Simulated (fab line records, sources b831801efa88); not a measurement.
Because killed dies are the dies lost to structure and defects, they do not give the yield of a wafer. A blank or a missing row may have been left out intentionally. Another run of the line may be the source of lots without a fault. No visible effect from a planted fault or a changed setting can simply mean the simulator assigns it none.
Which of the tools did it?    flow gf180mcu    Sampling: 12 lots, 36 wafers, 5 of 602 route steps

## WHAT THE GAUGES SHOWED, per wafer
GF_V3_THK_MEAS_01. Usual: V3_CVD_00_THK typically reads 603 nm, with standard deviation 6.5.
lot   measured      on            V3_CVD_00_THK (nm)  flag
L288  day 21 14:37  filmMetro-01  608 604 608         
L289  day 21 22:50  filmMetro-01  595 600 596         
L290  day 22 15:13  filmMetro-04  601 600 600         
L292  day 23 12:30  filmMetro-03  601 602 607         
L293  day 23 22:53  filmMetro-04  604 606 610         
L294  day 24 05:26  filmMetro-01  607 602 611         
L299  day 25 16:42  filmMetro-03  602 602 599         
L304  day 27 03:20  filmMetro-04  606 610 608         
L305  day 27 11:07  filmMetro-01  607 607 604         
L307  day 28 01:32  filmMetro-01  599 602 597         
L309  day 28 19:26  filmMetro-01  592 589 585         
L310  day 28 22:50  filmMetro-04  598 593 595         

GF_M4_CD_MEAS_14: target cd 280 nm. Usual: 280.1 nm for cdNm, sd 1.
lot   measured      on        cdNm (nm)          flag
L288  day 23 14:57  cdSem-02  281.0 280.0 280.5  
L289  day 24 00:19  cdSem-02  279.0 279.7 281.2  
L290  day 24 14:07  cdSem-02  278.9 278.1 279.9  
L292  day 25 10:11  cdSem-02  280.7 281.3 280.7  
L293  day 25 21:24  cdSem-02  282.4 279.9 280.5  
L294  day 26 02:48  cdSem-02  280.8 280.1 281.9  
L299  day 27 11:41  cdSem-01  280.5 281.3 281.2  
L304  day 28 21:25  cdSem-01  296.0 294.3 296.4  OFF
L305  day 29 03:36  cdSem-01  295.8 295.7 295.4  OFF
L307  day 29 18:17  cdSem-01  279.4 278.7 277.7  
L309  day 30 11:14  cdSem-01  279.1 278.3 279.6  
L310  day 30 14:21  cdSem-01  278.2 277.5 279.1  

## WHAT TOOL EACH LOT RAN ON (gives the tool, then ch and the chambers of the sampled wafers, and finally the start)
lot   GF_M2_SPUTTER_03             GF_V2_SPUTTER_22             GF_M4_SOFTBAKE_10
L288  pvdSputter-01, day 18 08:56  pvdSputter-04, day 20 12:53  lithoTrack-03 ch 0, day 23 03:40
L289  pvdSputter-03, day 18 19:13  pvdSputter-04, day 20 21:59  lithoTrack-03 ch 0, day 23 12:55
L290  pvdSputter-04, day 19 10:08  pvdSputter-04, day 21 13:40  lithoTrack-04 ch 0, day 24 02:54
L292  pvdSputter-01, day 20 11:11  pvdSputter-04, day 22 12:27  lithoTrack-03 ch 0, day 24 23:56
L293  pvdSputter-04, day 20 20:39  pvdSputter-02, day 22 22:26  lithoTrack-03 ch 0, day 25 10:37
L294  pvdSputter-03, day 21 04:20  pvdSputter-03, day 23 04:40  lithoTrack-04 ch 0, day 25 16:09
L299  pvdSputter-04, day 22 17:47  pvdSputter-02, day 24 17:08  lithoTrack-02 ch 0, day 27 01:55
L304  pvdSputter-01, day 24 08:00  pvdSputter-02, day 26 04:59  lithoTrack-03 ch 0, day 28 11:56
L305  pvdSputter-01, day 24 16:58  pvdSputter-02, day 26 13:08  lithoTrack-03 ch 0, day 28 18:31
L307  pvdSputter-03, day 25 06:43  pvdSputter-04, day 27 03:26  lithoTrack-02 ch 0, day 29 09:05
L309  pvdSputter-01, day 26 03:44  pvdSputter-02, day 27 22:23  lithoTrack-02 ch 0, day 30 01:50
L310  pvdSputter-01, day 26 07:23  pvdSputter-03, day 28 01:50  lithoTrack-02 ch 0, day 30 05:10
- GF_M2_SPUTTER_03: material Ti, target thk 10 nm, time 6.7 s.
- GF_V2_SPUTTER_22: material TiN, target thk 10 nm, time 40 s.
- GF_M4_SOFTBAKE_10: time 60 s.

## WHAT THE TOOLS THEMSELVES READ (means of the sampled wafers that have a number; where no wafer has one, the mark that the record gives instead)
GF_M2_SPUTTER_03. Usual: cathodeDcPowerW 3000.0 W, standard deviation 0.55; throttleValvePct 30.2 %, standard deviation 0.82.
lot   tool           cathodeDcPowerW (W)  throttleValvePct (%)  flag
L288  pvdSputter-01  2999.6               29.5                  
L289  pvdSputter-03  3000.8               29.8                  
L290  pvdSputter-04  2999.9               30.7                  
L292  pvdSputter-01  2999.9               30.6                  
L293  pvdSputter-04  3000.1               30.9                  
L294  pvdSputter-03  2999.7               29.9                  
L299  pvdSputter-04  2999.7               30.9                  
L304  pvdSputter-01  3000.1               30.3                  
L305  pvdSputter-01  2999.5               30.5                  
L307  pvdSputter-03  3000.1               30.3                  
L309  pvdSputter-01  2999.8               31.2                  
L310  pvdSputter-01  3000.3               30.1                  

GF_V2_SPUTTER_22. Usual: cathodeDcPowerW 4000.0 W, standard deviation 0.72; throttleValvePct 30.2 %, standard deviation 0.92.
lot   tool           cathodeDcPowerW (W)  throttleValvePct (%)  flag
L288  pvdSputter-04  4000.6               30.6                  
L289  pvdSputter-04  4000.4               30.9                  
L290  pvdSputter-04  4000.5               30.4                  
L292  pvdSputter-04  3999.3               30.6                  
L293  pvdSputter-02  3999.8               30.0                  
L294  pvdSputter-03  4000.4               30.1                  
L299  pvdSputter-02  4000.6               30.0                  
L304  pvdSputter-02  4000.4               30.9                  
L305  pvdSputter-02  3999.6               29.5                  
L307  pvdSputter-04  3999.5               31.1                  
L309  pvdSputter-02  4000.2               29.0                  
L310  pvdSputter-03  4000.6               30.0                  

GF_M4_SOFTBAKE_10. Usual: heaterPowerTotalW 93.05 W, standard deviation 0.063; plateTempC 130.00 C, standard deviation 0.15; resistLineTempC 23.00 C, standard deviation 0.1.
lot   tool           heaterPowerTotalW (W)  plateTempC (C)  resistLineTempC (C)  flag
L288  lithoTrack-03  92.97                  130.00          22.97                
L289  lithoTrack-03  93.10                  129.95          22.92                
L290  lithoTrack-04  93.07                  129.96          22.88                
L292  lithoTrack-03  93.09                  130.27          23.07                
L293  lithoTrack-03  92.98                  130.19          23.01                
L294  lithoTrack-04  93.07                  129.99          22.94                
L299  lithoTrack-02  93.08                  129.90          23.05                
L304  lithoTrack-03  86.72                  123.46          22.91                OFF
L305  lithoTrack-03  86.76                  123.08          22.96                OFF
L307  lithoTrack-02  93.02                  129.83          23.00                
L309  lithoTrack-02  92.99                  129.98          23.04                
L310  lithoTrack-02  93.04                  130.08          22.89                

## THE ANSWER, worked out from the rows above alone
Rule: a lot is off if the mean of its wafers that have a number lies more than 3 standard deviations from the usual mean. A lot without any number at a reading at which 4 lots or more have one is off too. The other lots that the step has rows for count as sound. The gauges are gone through in route order, then the tools' own readings, and for those a lot's mean is taken as printed above. The first step at which some lot is off is used, and at that step the reading that is off furthest; a lot without a number counts as furthest.
Off: L304, L305 (GF_M4_CD_MEAS_14, cdNm).
If a tool, at a process step before that reading, ran all the lots that are off and no sound lot after the first of them, it fits. Not tried: the gauges at GF_M4_CD_MEAS_14; whatever is off there is also off at GF_M4_SOFTBAKE_10, on other tools, and gauge error can't account for it. One fits: lithoTrack-03 at GF_M4_SOFTBAKE_10. Its last sound lot is L293 (day 25 10:37), its first lot that is off L304 (day 28 11:56): a fault that began between those two fits.
The tool's own readings at GF_M4_SOFTBAKE_10 bear it out: on the lots that are off they differ by more than 5 times the standard deviation of the sound lots' means. heaterPowerTotalW reads 86.74 W there against 93.04 W on the sound lots; plateTempC reads 123.27 C there against 130.02 C on the sound lots.

## WHAT THE SIMULATOR HAD INSERTED
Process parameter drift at GF_M4_SOFTBAKE_10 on lithoTrack-03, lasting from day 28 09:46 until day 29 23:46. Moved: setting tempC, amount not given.
Struck lots among those shown: L304, L305. The rule above found the same.
